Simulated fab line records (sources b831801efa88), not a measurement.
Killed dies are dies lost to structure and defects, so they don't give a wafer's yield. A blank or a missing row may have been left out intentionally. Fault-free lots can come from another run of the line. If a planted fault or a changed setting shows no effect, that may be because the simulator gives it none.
fab line records	flow gf180mcu
record: lots: 24	wafers: 72	last_day: 34
route steps=602 shown V2@384 M3@412 V3@445 M4@460 V4@491
lots that met no fault: from a run of the same line without faults
start_h: hours from the record's first day to the start of the lot's first wafer shown	wait_h: how many hours have passed since the lot's step before this one	" same as the row above	L1.1+2: a single row standing in for several wafers	- either no value or no given start	* or withheld: withheld	< > ~ a bound
route shown NAME@n: names a module that has steps shown in the file, with the first one's number in the route	usual: the fault-free wafers' mean and standard deviation	same: alike in all rows	chamber/n: place in a boat	sites: the reading at each site	_std_site: their standard deviation	_edge_site: inner sites' mean taken away from outer sites' mean	radius_mm: how far each site lies from the wafer's centre	mask NAME#n: copy n	behind: the last tool/chamber to shape the wafer	hold: what put the lot on hold/how long, in hours/how the hold closed	device: names the non-switching transistor (n, p or np)	end of line: tests run on the same wafers once the route is complete	a step without rows: its recipe alone	killed: dies lost to structure and defects at the first sort, not the wafer's yield	map: per-die view of a wafer (x killed, . not killed, _ where there is no die)
set.NAME: the setting the step ran with; set.NAME@STEP: the setting that earlier step ran with	model.NAME: the simulator's own value behind a step, which no gauge read
steps of the route over a sample of lots; a table a step, a row a wafer
services: from which hour (start_h, from the record's first day; less than 0 if before it) a tool's chamber was out of use, for how many hours, and why
== steps ==
step: GF_V2_CVD_02
recipe: material: SiO2	target_thk_nm: 850	precursor: TEOS	temp_c: 400	time_s: 94.851	rf_w: 600
usual: heater_power_w: 691/130	rf_fwd_power_W: 596.5/2.1
lot.wafer	tool	chamber	start_h	wait_h	heater_power_w	rf_fwd_power_W
L074.1	pecvd-02	2	437.52	0.1	799	598.1
L074.3	"	0	"	"	873	597.2
L074.5	"	2	"	"	665	599.5
L075.1	pecvd-04	0	444.79	0.1	651	595.4
L075.2	"	2	"	"	821	594.0
L075.3	"	1	"	"	608	597.8
L076.1	pecvd-02	1	457.36	0.1	517	598.3
L076.2	"	0	"	"	894	594.2
L076.3	"	2	"	"	796	597.3
L077.4	pecvd-03	0	468.28	0.1	898	595.0
L077.5	"	2	"	"	627	596.2
L077.6	"	1	"	"	664	594.9
L078.1	pecvd-04	2	475.32	0.1	807	597.6
L078.2	"	0	"	"	671	595.7
L078.5	"	2	"	"	857	596.8
L079.2	pecvd-04	1	486.84	0.0	611	597.7
L079.3	"	2	"	"	747	595.5
L079.5	"	2	"	"	824	593.9
L080.1	pecvd-03	0	496.44	0.1	766	593.7
L080.3	"	2	"	"	649	596.6
L080.5	"	1	"	"	571	599.0
L081.1	pecvd-03	0	501.63	0.1	744	598.4
L081.2	"	2	"	"	549	599.4
L081.4	"	2	"	"	619	601.1
L082.1	pecvd-04	1	513.49	0.1	616	598.2
L082.4	"	2	"	"	734	594.0
L082.5	"	0	"	"	695	594.0
L083.1	pecvd-03	1	516.91	0.1	632	595.7
L083.2	"	2	"	"	686	594.4
L083.5	"	0	"	"	870	591.7
L084.2	pecvd-03	1	530.00	0.0	719	594.7
L084.5	"	2	"	"	551	599.4
L084.6	"	1	"	"	579	596.7
L085.3	pecvd-02	0	532.63	0.1	858	595.9
L085.4	"	1	"	"	529	594.5
L085.5	"	0	"	"	890	599.1
L086.4	pecvd-02	0	554.00	0.1	903	595.7
L086.5	"	2	"	"	801	598.0
L086.6	"	1	"	"	432	599.6
L087.2	pecvd-04	2	555.48	0.0	883	595.2
L087.3	"	0	"	"	701	594.0
L087.4	"	2	"	"	901	596.5
L088.1	pecvd-04	2	560.61	0.1	845	596.7
L088.4	"	2	"	"	879	594.3
L088.5	"	1	"	"	594	594.4
L089.1	pecvd-03	1	575.85	0.1	610	594.7
L089.4	"	2	"	"	656	596.0
L089.5	"	0	"	"	710	591.9
L090.2	pecvd-02	1	578.37	0.0	503	597.3
L090.4	"	1	"	"	515	598.5
L090.6	"	0	"	"	877	597.6
L091.1	pecvd-02	1	585.19	0.1	438	598.6
L091.5	"	2	"	"	748	599.4
L091.6	"	1	"	"	483	598.7
L092.3	pecvd-04	1	594.96	0.0	530	597.0
L092.4	"	2	"	"	872	595.0
L092.5	"	1	"	"	569	595.0
L093.2	pecvd-02	0	606.79	0.0	854	594.9
L093.4	"	2	"	"	799	596.5
L093.6	"	1	"	"	425	596.3
L094.1	pecvd-03	2	608.85	0.1	683	596.9
L094.3	"	0	"	"	736	595.4
L094.4	"	2	"	"	534	598.5
L096.2	pecvd-03	2	622.84	0.0	677	596.5
L096.3	"	0	"	"	731	596.3
L096.5	"	1	"	"	650	598.3
L095.1	pecvd-03	1	625.38	0.1	700	597.2
L095.5	"	1	"	"	713	595.3
L095.6	"	0	"	"	704	594.0
L097.1	pecvd-04	0	625.49	0.1	657	597.1
L097.3	"	1	"	"	600	594.8
L097.5	"	0	"	"	680	597.2
step: GF_M3_SPUTTER_03
recipe: material: Ti	target_thk_nm: 10	substrate_temp_c: 300	chamber_pressure_pa: 0.3	power_w: 3000	time_s: 6.7
usual: throttle_valve_pct: 29.5/1
lot.wafer	tool	chamber	start_h	wait_h	throttle_valve_pct
L074.1	pvd_sputter-04	-	464.33	0.0	31.1
L074.3	"	-	"	"	27.8
L074.5	"	-	"	"	28.0
L075.1	pvd_sputter-04	-	471.60	0.0	29.6
L075.2	"	-	"	"	31.2
L075.3	"	-	"	"	29.6
L076.1	pvd_sputter-04	-	483.99	0.0	31.0
L076.2	"	-	"	"	27.9
L076.3	"	-	"	"	29.5
L077.4	pvd_sputter-03	-	494.00	0.0	30.7
L077.5	"	-	"	"	30.4
L077.6	"	-	"	"	28.1
L078.1	pvd_sputter-02	-	502.99	0.0	30.8
L078.2	"	-	"	"	29.2
L078.5	"	-	"	"	30.7
L079.2	pvd_sputter-03	-	512.77	0.0	28.3
L079.3	"	-	"	"	30.2
L079.5	"	-	"	"	28.9
L080.1	pvd_sputter-04	-	521.41	0.0	30.8
L080.3	"	-	"	"	29.8
L080.5	"	-	"	"	29.9
L081.1	pvd_sputter-03	-	526.41	0.0	28.7
L081.2	"	-	"	"	28.1
L081.4	"	-	"	"	30.9
L082.1	pvd_sputter-03	-	538.41	0.0	30.6
L082.4	"	-	"	"	28.6
L082.5	"	-	"	"	28.5
L083.1	pvd_sputter-03	-	541.66	0.0	30.6
L083.2	"	-	"	"	28.8
L083.5	"	-	"	"	30.6
L084.2	pvd_sputter-02	-	555.25	0.0	29.2
L084.5	"	-	"	"	29.7
L084.6	"	-	"	"	30.6
L085.3	pvd_sputter-03	-	556.93	0.0	30.7
L085.4	"	-	"	"	28.1
L085.5	"	-	"	"	28.2
L086.4	pvd_sputter-03	-	578.15	0.0	28.1
L086.5	"	-	"	"	28.2
L086.6	"	-	"	"	28.7
L087.2	pvd_sputter-04	-	579.73	0.0	27.6
L087.3	"	-	"	"	29.6
L087.4	"	-	"	"	29.2
L088.1	pvd_sputter-04	-	584.41	0.0	31.2
L088.4	"	-	"	"	28.1
L088.5	"	-	"	"	29.2
L089.1	pvd_sputter-03	-	599.12	0.0	30.6
L089.4	"	-	"	"	29.0
L089.5	"	-	"	"	30.4
L090.2	pvd_sputter-02	-	601.51	0.0	29.1
L090.4	"	-	"	"	30.6
L090.6	"	-	"	"	30.1
L091.1	pvd_sputter-02	-	608.64	0.0	29.2
L091.5	"	-	"	"	30.7
L091.6	"	-	"	"	29.0
L092.3	pvd_sputter-04	-	618.34	0.0	29.4
L092.4	"	-	"	"	27.6
L092.5	"	-	"	"	29.2
L093.2	pvd_sputter-02	-	629.45	0.0	29.9
L093.4	"	-	"	"	30.8
L093.6	"	-	"	"	30.0
L094.1	pvd_sputter-04	-	631.19	0.0	30.9
L094.3	"	-	"	"	28.0
L094.4	"	-	"	"	29.4
L096.2	pvd_sputter-03	-	644.79	0.0	28.1
L096.3	"	-	"	"	30.7
L096.5	"	-	"	"	30.9
L095.1	pvd_sputter-02	-	647.60	0.0	29.3
L095.5	"	-	"	"	30.0
L095.6	"	-	"	"	30.7
L097.1	pvd_sputter-04	-	648.03	0.0	29.5
L097.3	"	-	"	"	28.1
L097.5	"	-	"	"	27.9
step: GF_V3_ETCH_16
recipe: chemistry: N2/H2	target_depth_a: withheld	overetch_a: withheld	time_s: withheld	target: BARC	ion_energy_ev: 200	source_w: 500	bias_w: 100	pressure_mtorr: 30	n2_flow_sccm: 100	h2_flow_sccm: 200
usual: chamber_pressure_mTorr: 29.998/0.027	drypump_motor_current_A: 5.7/0.42	oes_product_au: 0.855/0.0048	rf_fwd_power_W: 495.7/2	throttle_valve_pct: 13.225/0.0098
lot.wafer	tool	chamber	start_h	wait_h	chamber_pressure_mTorr	drypump_motor_current_A	oes_product_au	rf_fwd_power_W	throttle_valve_pct
L074.1	rie_diel-02	2	513.27	0.0	30.015	6.0	0.855	493.6	13.220
L074.3	"	0	"	"	30.002	6.0	0.859	496.5	13.208
L074.5	"	3	"	"	30.001	6.2	0.848	494.8	13.232
L075.1	rie_diel-01	0	519.78	0.0	30.003	5.1	0.849	494.7	13.227
L075.2	"	1	"	"	29.983	5.1	0.851	494.9	13.235
L075.3	"	3	"	"	30.018	6.0	0.850	497.1	13.211
L076.1	rie_diel-01	0	532.03	0.0	29.998	5.2	0.852	492.6	13.227
L076.2	"	2	"	"	30.029	5.6	0.852	498.2	13.225
L076.3	"	1	"	"	29.974	5.1	0.855	494.0	13.210
L077.4	rie_diel-01	3	543.10	0.0	29.999	6.0	0.858	497.1	13.221
L077.5	"	1	"	"	30.002	5.1	0.858	497.0	13.222
L077.6	"	2	"	"	30.045	5.6	0.855	495.1	13.222
L078.1	rie_diel-04	1	550.32	0.0	30.005	6.1	0.852	491.4	13.206
L078.2	"	0	"	"	30.023	5.2	0.857	494.7	13.235
L078.5	"	3	"	"	29.964	6.1	0.858	498.4	13.224
L079.2	rie_diel-04	1	559.67	0.0	30.001	6.2	0.852	492.9	13.215
L079.3	"	2	"	"	30.009	5.4	0.859	495.9	13.200
L079.5	"	0	"	"	29.979	5.3	0.865	498.8	13.229
L080.1	rie_diel-04	2	568.00	0.0	30.038	5.4	0.864	497.3	13.244
L080.3	"	1	"	"	30.000	6.2	0.862	494.0	13.216
L080.5	"	0	"	"	29.994	5.2	0.857	497.1	13.233
L081.1	rie_diel-01	3	572.03	0.0	29.963	6.0	0.855	498.1	13.223
L081.2	"	0	"	"	30.008	5.2	0.850	494.2	13.229
L081.4	"	2	"	"	30.016	5.6	0.859	496.5	13.222
L082.1	rie_diel-04	0	584.73	0.0	30.037	5.3	0.850	495.8	13.223
L082.4	"	2	"	"	30.003	5.4	0.856	495.7	13.218
L082.5	"	2	"	"	30.012	5.4	0.859	493.2	13.231
L083.1	rie_diel-04	2	586.00	0.0	29.956	5.4	0.856	493.4	13.231
L083.2	"	0	"	"	30.020	5.3	0.856	496.3	13.242
L083.5	"	0	"	"	30.029	5.3	0.851	497.6	13.227
L084.2	rie_diel-02	3	599.35	0.0	29.992	6.2	0.857	494.6	13.236
L084.5	"	3	"	"	29.988	6.2	0.854	495.9	13.217
L084.6	"	2	"	"	29.949	6.0	0.859	496.6	13.221
L085.3	rie_diel-04	2	601.68	0.0	29.954	5.4	0.861	496.4	13.230
L085.4	"	3	"	"	30.053	6.2	0.854	496.3	13.224
L085.5	"	2	"	"	29.977	5.4	0.843	495.7	13.216
L086.4	rie_diel-01	0	620.89	0.0	29.998	5.1	0.847	495.5	13.241
L086.5	"	1	"	"	29.968	5.1	0.850	498.1	13.230
L086.6	"	3	"	"	29.990	5.9	0.855	497.4	13.218
L087.2	rie_diel-04	1	622.47	0.0	29.970	6.2	0.856	491.8	13.249
L087.3	"	3	"	"	29.983	6.1	0.857	494.0	13.224
L087.4	"	0	"	"	29.979	5.3	0.854	495.3	13.219
L088.1	rie_diel-04	1	627.27	0.0	30.028	6.2	0.857	492.9	13.232
L088.4	"	3	"	"	30.025	6.1	0.854	493.4	13.227
L088.5	"	0	"	"	30.041	5.3	0.855	497.9	13.247
L089.1	rie_diel-04	3	641.11	0.0	30.009	6.1	0.851	491.5	13.224
L089.4	"	1	"	"	29.947	6.2	0.853	497.0	13.224
L089.5	"	3	"	"	30.037	6.1	0.858	493.5	13.229
L090.2	rie_diel-01	1	643.98	0.0	30.001	5.1	0.848	498.7	13.219
L090.4	"	1	"	"	29.983	5.1	0.846	499.9	13.228
L090.6	"	0	"	"	30.028	5.2	0.855	496.7	13.224
L091.1	rie_diel-04	3	650.58	0.0	29.957	6.1	0.856	494.7	13.233
L091.5	"	3	"	"	29.988	6.1	0.853	495.2	13.225
L091.6	"	2	"	"	30.014	5.4	0.856	495.9	13.231
L092.3	rie_diel-02	3	659.82	0.0	30.004	6.2	0.857	497.5	13.238
L092.4	"	1	"	"	29.998	6.3	0.850	498.1	13.214
L092.5	"	1	"	"	29.948	6.3	0.855	497.6	13.214
L093.2	rie_diel-04	0	669.53	0.0	30.053	5.3	0.848	498.0	13.216
L093.4	"	2	"	"	30.017	5.4	0.851	489.6	13.227
L093.6	"	3	"	"	29.975	6.1	0.847	494.9	13.228
L094.1	rie_diel-01	0	671.88	0.0	30.020	5.2	0.860	497.0	13.207
L094.3	"	2	"	"	30.032	5.6	0.864	498.3	13.234
L094.4	"	3	"	"	29.981	6.0	0.852	496.7	13.225
L096.2	rie_diel-04	1	685.38	0.0	30.027	6.2	0.851	494.0	13.236
L096.3	"	0	"	"	30.024	5.3	0.851	495.6	13.226
L096.5	"	2	"	"	30.013	5.4	0.857	494.6	13.232
L095.1	rie_diel-04	0	687.15	0.0	29.978	5.3	0.855	497.8	13.228
L095.5	"	3	"	"	29.985	6.2	0.855	496.3	13.216
L095.6	"	2	"	"	29.966	5.4	0.849	495.1	13.256
L097.1	rie_diel-01	0	688.15	0.0	30.000	5.1	0.859	497.3	13.223
L097.3	"	2	"	"	30.030	5.6	0.854	496.1	13.215
L097.5	"	1	"	"	30.036	5.1	0.860	496.5	13.203
step: GF_V3_ETCH_17
recipe: chemistry: C4F8/O2/Ar	mask_material: KrF	target: SiO2	stop_on: TiN	source_w: 1500	bias_w: 1200	pressure_mtorr: 40	c4f8_flow_sccm: withheld	O2_flow_sccm: 6	Ar_flow_sccm: 300	time_s: withheld	target_depth_a: 6350
usual: chamber_pressure_mTorr: 40.00/0.038	oes_product_au: 0.856/0.0047	rf_fwd_power_W: 1495/4.8
lot.wafer	tool	chamber	start_h	wait_h	chamber_pressure_mTorr	oes_product_au	rf_fwd_power_W
L074.1	rie_diel-02	2	-	-	40.00	0.855	1495
L074.3	"	0	"	"	39.98	0.855	1500
L074.5	"	3	"	"	40.02	0.850	1498
L075.1	rie_diel-01	0	-	-	40.00	0.857	1482
L075.2	"	1	"	"	39.95	0.853	1496
L075.3	"	3	"	"	40.05	0.866	1486
L076.1	rie_diel-01	0	-	-	40.01	0.862	1494
L076.2	"	2	"	"	40.03	0.843	1499
L076.3	"	1	"	"	40.04	0.850	1502
L077.4	rie_diel-01	3	-	-	40.06	0.849	1493
L077.5	"	1	"	"	39.99	0.854	1492
L077.6	"	2	"	"	39.97	0.855	1492
L078.1	rie_diel-04	1	-	-	39.97	0.850	1492
L078.2	"	0	"	"	39.93	0.858	1504
L078.5	"	3	"	"	39.96	0.868	1486
L079.2	rie_diel-04	1	-	-	40.03	0.852	1490
L079.3	"	2	"	"	39.97	0.856	1488
L079.5	"	0	"	"	40.00	0.863	1495
L080.1	rie_diel-04	2	-	-	40.03	0.854	1495
L080.3	"	1	"	"	39.97	0.854	1488
L080.5	"	0	"	"	39.96	0.864	1508
L081.1	rie_diel-01	3	-	-	39.98	0.853	1496
L081.2	"	0	"	"	39.99	0.865	1491
L081.4	"	2	"	"	40.05	0.857	1496
L082.1	rie_diel-04	0	-	-	39.95	0.857	1496
L082.4	"	2	"	"	39.97	0.847	1496
L082.5	"	2	"	"	40.00	0.856	1487
L083.1	rie_diel-04	2	-	-	40.06	0.858	1496
L083.2	"	0	"	"	39.97	0.859	1494
L083.5	"	0	"	"	39.98	0.853	1498
L084.2	rie_diel-02	3	-	-	39.93	0.860	1488
L084.5	"	3	"	"	39.97	0.861	1491
L084.6	"	2	"	"	40.00	0.858	1499
L085.3	rie_diel-04	2	-	-	40.06	0.860	1500
L085.4	"	3	"	"	40.01	0.853	1489
L085.5	"	2	"	"	40.01	0.853	1497
L086.4	rie_diel-01	0	-	-	40.05	0.857	1498
L086.5	"	1	"	"	40.13	0.854	1495
L086.6	"	3	"	"	40.02	0.849	1494
L087.2	rie_diel-04	1	-	-	40.01	0.861	1488
L087.3	"	3	"	"	40.05	0.859	1501
L087.4	"	0	"	"	40.01	0.865	1497
L088.1	rie_diel-04	1	-	-	40.00	0.858	1491
L088.4	"	3	"	"	40.00	0.863	1489
L088.5	"	0	"	"	39.97	0.861	1495
L089.1	rie_diel-04	3	-	-	40.01	0.853	1496
L089.4	"	1	"	"	40.03	0.850	1497
L089.5	"	3	"	"	39.91	0.857	1496
L090.2	rie_diel-01	1	-	-	39.94	0.859	1499
L090.4	"	1	"	"	40.01	0.862	1495
L090.6	"	0	"	"	39.99	0.852	1494
L091.1	rie_diel-04	3	-	-	40.01	0.856	1493
L091.5	"	3	"	"	39.96	0.859	1496
L091.6	"	2	"	"	40.02	0.854	1493
L092.3	rie_diel-02	3	-	-	39.98	0.854	1497
L092.4	"	1	"	"	40.07	0.852	1500
L092.5	"	1	"	"	40.00	0.857	1497
L093.2	rie_diel-04	0	-	-	40.00	0.852	1494
L093.4	"	2	"	"	40.01	0.852	1484
L093.6	"	3	"	"	39.97	0.849	1492
L094.1	rie_diel-01	0	-	-	39.96	0.852	1494
L094.3	"	2	"	"	40.00	0.860	1489
L094.4	"	3	"	"	39.99	0.857	1491
L096.2	rie_diel-04	1	-	-	39.97	0.857	1494
L096.3	"	0	"	"	40.02	0.861	1498
L096.5	"	2	"	"	39.96	0.855	1499
L095.1	rie_diel-04	0	-	-	40.02	0.851	1494
L095.5	"	3	"	"	40.01	0.852	1484
L095.6	"	2	"	"	39.98	0.850	1494
L097.1	rie_diel-01	0	-	-	39.96	0.863	1479
L097.3	"	2	"	"	39.99	0.858	1495
L097.5	"	1	"	"	39.93	0.853	1497
step: GF_M4_SPUTTER_04
recipe: material: TiN	target_thk_nm: 50	power_w: 6500	time_s: 41.7	chamber_pressure_pa: 0.4
usual: throttle_valve_pct: 29.5/1.1
lot.wafer	tool	chamber	start_h	wait_h	throttle_valve_pct
L074.1	pvd_sputter-03	-	514.81	0.0	28.2
L074.3	"	-	"	"	30.5
L074.5	"	-	"	"	28.8
L075.1	pvd_sputter-01	-	521.32	0.0	29.5
L075.2	"	-	"	"	30.3
L075.3	"	-	"	"	30.8
L076.1	pvd_sputter-03	-	533.84	0.0	28.7
L076.2	"	-	"	"	30.7
L076.3	"	-	"	"	28.4
L077.4	pvd_sputter-01	-	544.92	0.0	28.2
L077.5	"	-	"	"	28.4
L077.6	"	-	"	"	30.8
L078.1	pvd_sputter-03	-	551.89	0.0	31.0
L078.2	"	-	"	"	28.1
L078.5	"	-	"	"	27.9
L079.2	pvd_sputter-04	-	561.21	0.0	29.3
L079.3	"	-	"	"	31.2
L079.5	"	-	"	"	29.3
L080.1	pvd_sputter-03	-	569.55	0.0	28.8
L080.3	"	-	"	"	30.6
L080.5	"	-	"	"	28.9
L081.1	pvd_sputter-04	-	573.59	0.0	29.6
L081.2	"	-	"	"	29.4
L081.4	"	-	"	"	29.5
L082.1	pvd_sputter-04	-	586.40	0.0	29.3
L082.4	"	-	"	"	28.2
L082.5	"	-	"	"	31.0
L083.1	pvd_sputter-01	-	587.77	0.0	31.0
L083.2	"	-	"	"	30.3
L083.5	"	-	"	"	30.9
L084.2	pvd_sputter-01	-	600.88	0.0	28.2
L084.5	"	-	"	"	29.6
L084.6	"	-	"	"	30.1
L085.3	pvd_sputter-04	-	603.22	0.0	29.5
L085.4	"	-	"	"	30.9
L085.5	"	-	"	"	28.0
L086.4	pvd_sputter-01	-	622.41	0.0	30.6
L086.5	"	-	"	"	28.0
L086.6	"	-	"	"	30.4
L087.2	pvd_sputter-04	-	624.04	0.0	29.3
L087.3	"	-	"	"	29.5
L087.4	"	-	"	"	27.7
L088.1	pvd_sputter-03	-	628.82	0.0	30.5
L088.4	"	-	"	"	30.4
L088.5	"	-	"	"	28.0
L089.1	pvd_sputter-01	-	642.99	0.0	29.6
L089.4	"	-	"	"	30.5
L089.5	"	-	"	"	29.6
L090.2	pvd_sputter-04	-	645.61	0.0	30.8
L090.4	"	-	"	"	29.7
L090.6	"	-	"	"	31.1
L091.1	pvd_sputter-04	-	652.12	0.0	29.7
L091.5	"	-	"	"	28.2
L091.6	"	-	"	"	29.6
L092.3	pvd_sputter-04	-	661.36	0.0	30.8
L092.4	"	-	"	"	29.3
L092.5	"	-	"	"	31.2
L093.2	pvd_sputter-01	-	671.10	0.0	30.9
L093.4	"	-	"	"	28.3
L093.6	"	-	"	"	29.7
L094.1	pvd_sputter-04	-	673.42	0.0	29.4
L094.3	"	-	"	"	27.9
L094.4	"	-	"	"	31.0
L096.2	pvd_sputter-04	-	686.92	0.0	29.5
L096.3	"	-	"	"	31.1
L096.5	"	-	"	"	29.5
L095.1	pvd_sputter-01	-	688.68	0.0	28.4
L095.5	"	-	"	"	28.2
L095.6	"	-	"	"	30.7
L097.1	pvd_sputter-01	-	689.68	0.0	31.0
L097.3	"	-	"	"	30.3
L097.5	"	-	"	"	31.0
step: GF_V4_OVL_MEAS_15
usual: V4_OVL: -4/5.6
lot.wafer	tool	chamber	start_h	wait_h	V4_OVL[nm]
L074.1	overlay-02	-	561.02	0.1	-5
L074.3	"	-	"	"	-10
L074.5	"	-	"	"	1
L075.1	overlay-02	-	567.61	0.1	-4
L075.2	"	-	"	"	1
L075.3	"	-	"	"	3
L076.1	overlay-02	-	579.66	0.1	-8
L076.2	"	-	"	"	-2
L076.3	"	-	"	"	-10
L077.4	overlay-02	-	590.43	0.1	-6
L077.5	"	-	"	"	-3
L077.6	"	-	"	"	0
L078.1	overlay-01	-	596.51	0.1	3
L078.2	"	-	"	"	-13
L078.5	"	-	"	"	-3
L079.2	overlay-01	-	606.32	0.1	3
L079.3	"	-	"	"	-2
L079.5	"	-	"	"	-3
L080.1	overlay-02	-	614.46	0.1	-7
L080.3	"	-	"	"	-2
L080.5	"	-	"	"	-5
L081.1	overlay-02	-	617.76	0.1	-8
L081.2	"	-	"	"	-5
L081.4	"	-	"	"	2
L082.1	overlay-01	-	630.04	0.1	4
L082.4	"	-	"	"	-4
L082.5	"	-	"	"	-4
L083.1	overlay-01	-	631.01	0.1	-6
L083.2	"	-	"	"	-9
L083.5	"	-	"	"	-3
L084.2	overlay-01	-	642.43	0.1	-12
L084.5	"	-	"	"	-4
L084.6	"	-	"	"	-11
L085.3	overlay-02	-	645.33	0.1	-7
L085.4	"	-	"	"	0
L085.5	"	-	"	"	-6
L086.4	overlay-02	-	664.14	0.1	4
L086.5	"	-	"	"	-10
L086.6	"	-	"	"	-8
L087.2	overlay-02	-	665.57	0.1	2
L087.3	"	-	"	"	-9
L087.4	"	-	"	"	-10
L088.1	overlay-01	-	669.37	0.1	-5
L088.4	"	-	"	"	8
L088.5	"	-	"	"	-5
L089.1	overlay-02	-	683.41	0.1	-6
L089.4	"	-	"	"	-5
L089.5	"	-	"	"	-10
L090.2	overlay-02	-	686.17	0.1	-4
L090.4	"	-	"	"	1
L090.6	"	-	"	"	-2
L091.1	overlay-01	-	691.76	0.1	-10
L091.5	"	-	"	"	-6
L091.6	"	-	"	"	-4
L092.3	overlay-01	-	700.67	0.1	11
L092.4	"	-	"	"	-12
L092.5	"	-	"	"	6
L093.2	overlay-02	-	710.23	0.1	-8
L093.4	"	-	"	"	-14
L093.6	"	-	"	"	-11
L094.1	overlay-02	-	712.74	0.1	-6
L094.3	"	-	"	"	-9
L094.4	"	-	"	"	-6
L096.2	overlay-01	-	724.84	0.1	-5
L096.3	"	-	"	"	5
L096.5	"	-	"	"	-3
L095.1	overlay-02	-	726.39	0.1	-3
L095.5	"	-	"	"	-9
L095.6	"	-	"	"	7
L097.1	overlay-02	-	726.81	0.1	-2
L097.3	"	-	"	"	4
L097.5	"	-	"	"	0
== services ==
tool	chamber	start_h	hours	kind
rie_diel-04	-	418.72	2.8	pm
rie_diel-04	0	424.33	3.7	repair
rie_diel-01	1	435.24	7.4	repair
pecvd-03	-	441.15	0.8	pm
pecvd-04	0	445.61	8.8	repair
pvd_sputter-03	-	445.67	4.9	repair
pecvd-04	-	452.98	8.2	repair
pvd_sputter-01	-	458.66	5.6	repair
rie_diel-01	2	463.43	4.3	repair
pvd_sputter-01	-	478.68	2.0	repair
rie_diel-04	3	486.71	13.6	repair
pvd_sputter-01	-	490.63	29.3	repair
pvd_sputter-04	-	496.23	25.0	repair
pecvd-04	0	535.76	5.3	repair
pecvd-04	0	549.96	5.3	repair
pecvd-03	-	555.18	0.2	repair
pvd_sputter-01	-	573.15	4.4	repair
pecvd-04	-	576.18	1.3	repair
rie_diel-01	0	597.73	5.1	repair
pecvd-04	1	663.72	16.4	repair
rie_diel-04	0	665.73	3.7	repair
pvd_sputter-03	-	678.57	12.1	repair
pecvd-03	2	678.64	22.3	repair
pecvd-03	0	685.81	3.2	repair
== key ==
fault none
